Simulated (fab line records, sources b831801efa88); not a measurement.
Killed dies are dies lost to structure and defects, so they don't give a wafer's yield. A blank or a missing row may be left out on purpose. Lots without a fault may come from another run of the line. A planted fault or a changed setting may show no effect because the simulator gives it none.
Which tool did it? | flow sky130 | 13 lots, 39 wafers sampled, at 3 steps of a route of 708

WHAT THE GAUGES READ, wafer by wafer
SKY_METAL4_CD_MEAS_13: target cd 300 nm. Usual: cd_nm 300.4 nm, standard deviation 1.3.
lot  | measured     | on        | cd_nm (nm)        | flag
L746 | day 41 21:38 | cd_sem-02 | 301.2 300.4 301.9 |
L748 | day 42 16:23 | cd_sem-02 | 302.9 302.6 301.8 |
L750 | day 43 00:25 | cd_sem-01 | 302.4 301.9 303.0 |
L749 | day 43 04:37 | cd_sem-02 | 299.2 300.7 298.0 |
L754 | day 44 04:59 | cd_sem-01 | 302.5 300.9 303.2 |
L755 | day 44 06:58 | cd_sem-01 | 301.5 300.3 300.2 |
L756 | day 44 16:13 | cd_sem-01 | 302.8 302.0 302.4 |
L757 | day 45 00:59 | cd_sem-02 | 299.0 300.8 300.5 |
L758 | day 45 06:14 | cd_sem-02 | 298.8 300.5 300.8 |
L760 | day 45 13:29 | cd_sem-01 | 301.0 300.6 301.4 |
L762 | day 46 00:28 | cd_sem-01 | 301.0 299.2 300.0 |
L763 | day 46 11:23 | cd_sem-02 | 300.5 300.5 299.9 |
L764 | day 46 16:57 | cd_sem-01 | 302.1 302.0 301.4 |

SKY_METAL4_OVL_MEAS_14. Usual: METAL4_OVL 0 nm, standard deviation 5.5.
lot  | measured     | on         | METAL4_OVL (nm) | flag
L746 | day 41 21:46 | overlay-01 | 1 3 -2          |
L748 | day 42 16:31 | overlay-01 | -5 5 -1         |
L750 | day 43 00:31 | overlay-02 | -3 5 2          |
L749 | day 43 04:43 | overlay-01 | 2 1 -1          |
L754 | day 44 05:06 | overlay-02 | 2 5 1           |
L755 | day 44 07:02 | overlay-02 | 5 -1 -4         |
L756 | day 44 16:18 | overlay-02 | 3 1 -4          |
L757 | day 45 01:04 | overlay-01 | 6 0 -2          |
L758 | day 45 06:22 | overlay-02 | -3 -4 -4        |
L760 | day 45 13:34 | overlay-01 | 3 13 2          |
L762 | day 46 00:33 | overlay-02 | -14 -2 -5       |
L763 | day 46 11:31 | overlay-02 | 4 5 0           |
L764 | day 46 17:01 | overlay-01 | -6 -3 -3        |

WHICH TOOL RAN EACH LOT (tool, then ch and the chambers of the sampled wafers, then the start)
lot  | SKY_CONTACT_STRIP_19
L746 | plasma_asher-02 ch 0, day 31 19:07
L748 | plasma_asher-02 ch 0, day 32 16:24
L750 | plasma_asher-02 ch 0,1, day 33 01:55
L749 | plasma_asher-04 ch 0,1, day 33 04:27
L754 | plasma_asher-04 ch 0,1, day 34 10:24
L755 | plasma_asher-02 ch 0,1, day 34 11:20
L756 | plasma_asher-02 ch 0,1, day 35 00:20
L757 | plasma_asher-02 ch 0,1, day 35 10:26
L758 | plasma_asher-04 ch 0,1, day 35 14:27
L760 | plasma_asher-02 ch 0,1, day 36 02:29
L762 | plasma_asher-02 ch 0,1, day 36 14:50
L763 | plasma_asher-04 ch 0,1, day 37 02:20
L764 | plasma_asher-02 ch 0,1, day 37 11:01
- SKY_CONTACT_STRIP_19: strips in O2/N2.

WHAT THE TOOLS THEMSELVES READ (means of the sampled wafers that have a number; where no wafer has one, the mark that the record gives instead)
SKY_CONTACT_STRIP_19. Usual: drypump_motor_current_A 6.0 A, standard deviation 0.62; oes_product_au 0.381 a.u., standard deviation 0.0046; strip_time_to_endpoint_s 3.613 s, standard deviation 0.024.
lot  | tool            | drypump_motor_current_A (A) | oes_product_au (a.u.) | strip_time_to_endpoint_s (s) | flag
L746 | plasma_asher-02 | 5.8                         | 0.381                 | 3.598                        |
L748 | plasma_asher-02 | 5.8                         | 0.381                 | 3.626                        |
L750 | plasma_asher-02 | 6.0                         | 0.383                 | 3.654                        |
L749 | plasma_asher-04 | 5.7                         | 0.383                 | 3.644                        |
L754 | plasma_asher-04 | 6.2                         | 0.380                 | 3.589                        |
L755 | plasma_asher-02 | 6.0                         | 0.383                 | 3.629                        |
L756 | plasma_asher-02 | 6.0                         | 0.379                 | 3.579                        |
L757 | plasma_asher-02 | 6.0                         | 0.380                 | 3.637                        |
L758 | plasma_asher-04 | 5.6                         | 0.375                 | 3.618                        |
L760 | plasma_asher-02 | 6.0                         | 0.378                 | 3.620                        |
L762 | plasma_asher-02 | 6.0                         | 0.382                 | 3.612                        |
L763 | plasma_asher-04 | 5.7                         | 0.380                 | 3.622                        |
L764 | plasma_asher-02 | 6.0                         | 0.378                 | 3.631                        |

THE ANSWER, worked out from the rows above alone
Rule: a lot is off if the mean of its wafers that have a number lies more than 3 standard deviations from the usual mean. A lot without any number at a reading at which 4 lots or more have one is off too. The other lots that the step has rows for count as sound. The gauges are gone through in route order, then the tools' own readings, and for those a lot's mean is taken as printed above. The first step at which some lot is off is used, and at that step the reading that is off furthest; a lot without a number counts as furthest.
No lot is off at any reading shown: from this, nothing can be told.

WHAT THE SIMULATOR HAD PUT IN
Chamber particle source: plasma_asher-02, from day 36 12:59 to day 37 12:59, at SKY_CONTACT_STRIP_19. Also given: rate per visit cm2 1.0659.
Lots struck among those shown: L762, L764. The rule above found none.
